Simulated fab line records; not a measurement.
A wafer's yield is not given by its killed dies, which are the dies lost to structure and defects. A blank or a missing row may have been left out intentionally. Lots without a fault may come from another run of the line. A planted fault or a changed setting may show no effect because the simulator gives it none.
Chamber matching	flow sfq line	rie diel-01 running SFQ_TRILAYER_I0_VIA_BARC_OPEN_VIA_ETCH_046: 4 sister chambers
The step etches BARC in O2, target depth 125 nm, time 41.7 s. 16 wafers are shown with their chamber, then 8 later ones without.

## WAFERS, EACH WITH ITS CHAMBER
wafer	chamber	drypump motor current A (A)	oes product au (a.u.)	chamber pressure mTorr (mTorr)
L604.2	2	6.0	0.690	30.003
L604.4	0	5.4	0.693	30.009
L604.5	1	5.8	0.677	30.003
L605.1	1	5.8	0.689	30.023
L605.5	0	5.4	0.685	29.985
L605.6	3	5.2	0.682	29.957
L608.2	3	5.1	0.678	29.972
L608.4	0	5.4	0.681	29.993
L608.6	0	5.4	0.689	30.035
L610.3	2	6.0	0.699	30.008
L610.5	2	6.0	0.692	29.983
L610.6	1	5.8	0.688	30.037
L611.1	2	6.0	0.687	30.025
L611.2	3	5.2	0.676	30.001
L611.5	3	5.2	0.690	29.983
L613.2	3	5.2	0.692	30.054

SIGNATURES (averages over the wafers above)
reading	chamber 0	chamber 1	chamber 2	chamber 3	scatter within a chamber
drypump motor current A	5.400	5.800	6.000	5.180	0.0258
oes product au	0.68700	0.68467	0.69200	0.68360	0.00612
chamber pressure mTorr	30.00550	30.02100	30.00475	29.99340	0.0267
Rule: for each reading, subtract the chamber's mean from the wafer's reading, divide by that reading's scatter and square the result; add these up over the readings and take the root, which gives the wafer's distance from the chamber. The wafer belongs to the nearest chamber; if the next one is less than 2 further off, it can't be placed. How the scatter is found: for the shown wafers, subtract from each reading the mean of its chamber, square and add these, divide the total by (wafers less chambers), then take the root.

## WAFERS MISSING THEIR CHAMBER
wafer	drypump motor current A (A)	oes product au (a.u.)	chamber pressure mTorr (mTorr)
L613.5	5.1	0.680	30.012
L613.6	5.4	0.694	29.957
L620.1	5.8	0.680	30.002
L620.2	6.0	0.679	30.041
L620.6	5.1	0.688	29.980
L622.2	6.0	0.689	29.993
L622.4	5.4	0.687	30.016
L622.5	5.8	0.686	29.978

## CHAMBER TAKEN BY EACH
wafer	from the rows above	in truth
L613.5	3	3
L613.6	0	0
L620.1	1	1
L620.2	2	2
L620.6	3	3
L622.2	2	2
L622.4	0	0
L622.5	1	1
Placed correctly: 8 of 8. Can't be placed from these rows: 0. Wrongly placed: 0.
